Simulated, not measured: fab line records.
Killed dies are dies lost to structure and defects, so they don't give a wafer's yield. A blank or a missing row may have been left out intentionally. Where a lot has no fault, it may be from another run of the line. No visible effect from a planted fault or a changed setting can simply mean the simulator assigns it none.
Check for tools in common    flow sky130    Sampled: 13 lots, 39 wafers

== THE REASON FOR OPENING IT ==
Of 13 lots, 2 have the reading VT_ADJUST_HVTP_TW flagged at SKY_VT_ADJUST_HVTP_TW_MEAS_11. No-fault wafers: 1347, standard deviation 8.1.
Rule: a lot gets a flag if all its wafers with a number sit over 4 standard deviations from that mean, or if no wafer of it has a number. The other lots count as sound.

lot   measured      on             VT_ADJUST_HVTP_TW, wafer by wafer  flag
L572  day 6 01:27   film-metro-03  1350 1353 1346                     
L573  day 6 12:50   film-metro-01  1346 1345 1347                     
L574  day 6 14:21   film-metro-01  1343 1348 1337                     
L575  day 6 22:17   film-metro-02  1346 1357 1349                     
L582  day 8 18:14   film-metro-01  1302 1294 1302                     FLAGGED
L584  day 9 04:14   film-metro-01  1307 1305 1303                     FLAGGED
L586  day 9 21:15   film-metro-03  1358 1352 1352                     
L588  day 10 05:35  film-metro-03  1350 1346 1344                     
L589  day 10 11:59  film-metro-03  1359 1350 1351                     
L590  day 10 17:11  film-metro-03  1349 1345 1355                     
L592  day 11 05:25  film-metro-03  1357 1356 1362                     
L593  day 11 11:46  film-metro-02  1337 1345 1341                     
L595  day 12 03:56  film-metro-03  1352 1355 1358                     
Average over the flagged lots: 1302; offset from the usual -45, equal to -6 standard deviations.

== TOOL THAT RAN EACH LOT ==
The record keeps 1 process step preceding the reading, out of 708 steps on the route. Each cell gives the tool, then ch followed by the chambers the sampled wafers passed through, then the start.
lot   flag     SKY_VT_ADJUST_HVTP_IMPLANT_09
L572           implanter-03 ch 0, day 6 01:13
L573           implanter-04 ch 0, day 6 12:35
L574           implanter-03 ch 0, day 6 14:07
L575           implanter-04 ch 0, day 6 22:02
L582  FLAGGED  implanter-03 ch 0, day 8 17:59
L584  FLAGGED  implanter-03 ch 0, day 9 03:59
L586           implanter-02 ch 0, day 9 21:01
L588           implanter-02 ch 0, day 10 05:20
L589           implanter-02 ch 0, day 10 11:44
L590           implanter-02 ch 0, day 10 16:56
L592           implanter-02 ch 0, day 11 05:11
L593           implanter-02 ch 0, day 11 11:34
L595           implanter-02 ch 0, day 12 03:43
What the steps here do:
- SKY_VT_ADJUST_HVTP_IMPLANT_09
- SKY_VT_ADJUST_HVTP_TW_MEAS_11

== FLAGGED OVER TOTAL, TOOL BY TOOL (the gauges that took the reading come last) ==
step                           tool           lots run  flagged  share of the flagged lots  sound lots run after its first flagged lot
SKY_VT_ADJUST_HVTP_IMPLANT_09  implanter-02   7         0        none                       -
SKY_VT_ADJUST_HVTP_IMPLANT_09  implanter-03   4         2        all                        0
SKY_VT_ADJUST_HVTP_IMPLANT_09  implanter-04   2         0        none                       -
SKY_VT_ADJUST_HVTP_TW_MEAS_11  film-metro-01  4         2        all                        0
SKY_VT_ADJUST_HVTP_TW_MEAS_11  film-metro-02  2         0        none                       -
SKY_VT_ADJUST_HVTP_TW_MEAS_11  film-metro-03  7         0        none                       -

== THE TABLE: WHAT IT ALLOWS ==
Every flagged lot went through 2 rows of the table: implanter-03 at SKY_VT_ADJUST_HVTP_IMPLANT_09 and film-metro-01 at SKY_VT_ADJUST_HVTP_TW_MEAS_11.
- implanter-03 at SKY_VT_ADJUST_HVTP_IMPLANT_09 ran 4 lots, 2 of them flagged. A fault beginning between L574 (day 6 14:07), its last sound lot, and L582 (day 8 17:59), its first flagged one, fits the data. Its own readings (beam-energy-keV) fall more than 4 standard deviations out on all wafers of the flagged lots.
- film-metro-01 at SKY_VT_ADJUST_HVTP_TW_MEAS_11 ran 4 lots, 2 of them flagged. A fault beginning between L574 (day 6 14:21), its last sound lot, and L582 (day 8 18:14), its first flagged one, fits the data.
These 2 tools cannot be told apart by counting lots, since each of them fits a fault that started at some hour. More lots, or a look at what each step does to the wafer, might.

== WHAT WAS PUT IN BY THE SIMULATOR ==
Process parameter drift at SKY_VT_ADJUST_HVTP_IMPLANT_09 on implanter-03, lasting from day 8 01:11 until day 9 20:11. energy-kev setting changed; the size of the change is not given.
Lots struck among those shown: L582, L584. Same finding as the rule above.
